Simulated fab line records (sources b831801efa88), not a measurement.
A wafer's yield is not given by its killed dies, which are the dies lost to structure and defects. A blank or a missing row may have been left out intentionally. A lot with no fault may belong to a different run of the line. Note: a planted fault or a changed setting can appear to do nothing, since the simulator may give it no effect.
Problem report, 8D (eight disciplines) form, completed by code    flow gf180mcu    the parts of the form that need people (team, actions taken, sign-off) are left out

== 1. WHAT WENT WRONG ==
run_length_s at GF_HV_LDD_CLEAN_51 reads a mean of 84 s on 6 wafers of 2 lots; wafers without a fault read 177 s with a standard deviation of 3.4. Relative to the usual mean, that is a shift of -27 standard deviations.
The step: cleans in SC1/SC2, time 150 s.
Earliest sighting: wafer L513.1 on wet_bench-02 at day 16 01:42. The record has a number at this step for 39 wafers belonging to 13 lots. By rule, "out" or "out of limits" means more than 4 standard deviations away from the usual mean. The other wafers with a number count as sound.

== 2. WHAT IT IS, WHAT IT ISN'T ==
question                     is                      is not
which readings at this step  run_length_s            -
which lots                   L513, L514              L502, L503, L505, L512, L515, L517, L519, L520, L521, L523, L525
which wafers of those lots   all that have a number  -
read on which tools          wet_bench-02            wet_bench-01, wet_bench-03
when                         from day 16 01:42       up to then (12 sound wafers); but 21 sound wafers of L515, L517, L519, L520, L521, L523, L525 came after

== 3. WHAT RULES OUT EACH SUSPECT ==
Counting: a tool at any process step up to the reading remains a suspect when it ran all the lots that are out and ran no sound lot after the first of those.
- plasma_asher-01 at GF_HV_LDD_STRIP_10 (strips in O2/N2): ruled out as a lasting fault. The sound lots L519, L520, L521, L523, L525 went through it after L513, its earliest lot that is out (day 13 10:19).
- wet_bench-02 at GF_HV_LDD_CLEAN_51 (cleans in SC1/SC2, time 150 s): kept. It ran every lot that is out, first L513 (day 16 01:42), and no sound lot after that; its last sound lot up to then is L512 (day 15 21:37). Its own readings are out on those wafers: run_length_s.
Remaining after the count: wet_bench-02 at GF_HV_LDD_CLEAN_51.

== 4. THE CAUSE (what the simulator had put in) ==
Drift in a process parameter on wet_bench-02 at GF_HV_LDD_CLEAN_51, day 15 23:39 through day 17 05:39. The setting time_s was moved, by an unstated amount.
Only this tool survived the counting.

== 5. THE CHAIN OF EFFECTS, in route order ==
Each row: a reading where the mean over the struck wafers with a number is more than 3 standard deviations away from the usual. Only readings whose record carries a usual standard deviation are examined. hours: median over the lots of the time between each lot's start at the first step of this table that gives one and its start at this step. sigmas: the change, counted in usual standard deviations.
hours  step                reading       usual  on struck wafers  change  sigmas
0      GF_HV_LDD_CLEAN_51  run_length_s  177 s  84                -92     -27
The process steps in it:
- GF_HV_LDD_CLEAN_51: cleans in SC1/SC2, time 150 s.

== 6. WHAT WOULD HAVE CAUGHT IT SOONER ==
In this record no reading fell out of limits until day 16 01:42, 2 hours after the fault had begun at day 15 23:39.
